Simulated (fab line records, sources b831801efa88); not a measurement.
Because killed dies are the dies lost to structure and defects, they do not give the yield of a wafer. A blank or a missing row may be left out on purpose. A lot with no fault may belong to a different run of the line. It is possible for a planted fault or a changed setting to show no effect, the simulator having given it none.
Comparing a struck lot with a sound one	flow sky130	18 out of 708 route steps
Sound: wafers L267.1, L267.5, L267.6. The struck wafers were L273.2, L273.4, L273.6. The cause is named last.
For every step that has rows: the tool of each side, followed by ch and its chambers, followed by its first start. Under that, the readings that differ: sound wafers	struck wafers	difference of the means	sigmas: that difference in standard deviations of wafers without a fault.
alike: words and numbers the same on both sides, and readings whose means are apart by under 2 such deviations; not compared: readings that were withheld, readings missing a value for some wafer, numbers with overlapping values and no deviation given by the record, and bounds like >300 which may hide the same value.
Wherever a step has rows on one side only, a row that says differs or no value, or a row with sigmas, the two part there. Numbers that don't overlap but have no deviation are shown without sigmas and don't part them. A reading that every wafer of one side lacks parts them only if that side has two wafers or more.

first, 4 steps without rows for these wafers: SKY_DNWELL_EXPOSE_04 (exposes mask DNM, target cd 3000 nm); SKY_DNWELL_PEB_05; SKY_DNWELL_DEVELOP_06 (develop time 60 s); SKY_DNWELL_IMPLANT_07.
SKY_DNWELL_STRIP_08: strips in O2/N2.
  sound on plasma-asher-02 ch 0,1, day 6 08:05; struck on plasma-asher-04 ch 0,1, day 7 15:37
  alike: drypump-motor-current-A, n2-flow-sccm, oes-product-au, strip-time-to-endpoint-s
  not compared: rf-hours-counter-h
SKY_DNWELL_TW_MEAS_09:
  sound on film-metro-02, day 6 08:11; struck on film-metro-03, day 7 15:44
  alike: DNWELL_TW
then, 6 steps without rows for these wafers: SKY_PWDE_DEHYDRATE_00 (time 60 s); SKY_PWDE_HMDS_01 (prime time 60 s); SKY_PWDE_COAT_02 (resist thk 3000 nm); SKY_PWDE_SOFTBAKE_03; SKY_PWDE_EXPOSE_04 (exposes mask PWDEM, target cd 840 nm); SKY_PWDE_PEB_05.
SKY_PWDE_DEVELOP_06: develop time 60 s.
  sound on litho-track-03 ch 0, day 7 03:00; struck on litho-track-03 ch 0, day 8 12:00
  alike: developer-temp-C
SKY_PWDE_OVL_MEAS_07:
  sound on overlay-02, day 7 03:41; struck on overlay-02, day 8 12:14
reading	sound	struck	difference	sigmas
PWDE_OVL (nm)	0.2 1.7 2.2	- - -	no value on the struck wafers	
after that, 1 step had no rows for these wafers: SKY_PWDE_IMPLANT_08.
SKY_PWDE_STRIP_09: strips in O2/N2.
  sound on plasma-asher-02 ch 0,1, day 7 03:52; struck on plasma-asher-01 ch 0, day 8 12:25
reading	sound	struck	difference	sigmas
drypump-motor-current-A (A)	5.3 5.3 5.7	6.4 6.5 6.5	+1.0	+2
  alike: n2-flow-sccm, oes-product-au, strip-time-to-endpoint-s
  not compared: rf-hours-counter-h
SKY_PWDE_TW_MEAS_10:
  sound on film-metro-03, day 7 03:58; struck on film-metro-04, day 8 12:32
reading	sound	struck	difference	sigmas
PWDE_TW	373.6 372.1 373.9	29.5 29.5 29.5	-343.7	-99 or more
then, 1 step without rows for these wafers: SKY_NWELL_DEHYDRATE_03 (time 60 s).

WHERE THEY PART
First at SKY_PWDE_OVL_MEAS_07; last, within this record, at SKY_PWDE_TW_MEAS_10.

WHY: what the simulator had put in
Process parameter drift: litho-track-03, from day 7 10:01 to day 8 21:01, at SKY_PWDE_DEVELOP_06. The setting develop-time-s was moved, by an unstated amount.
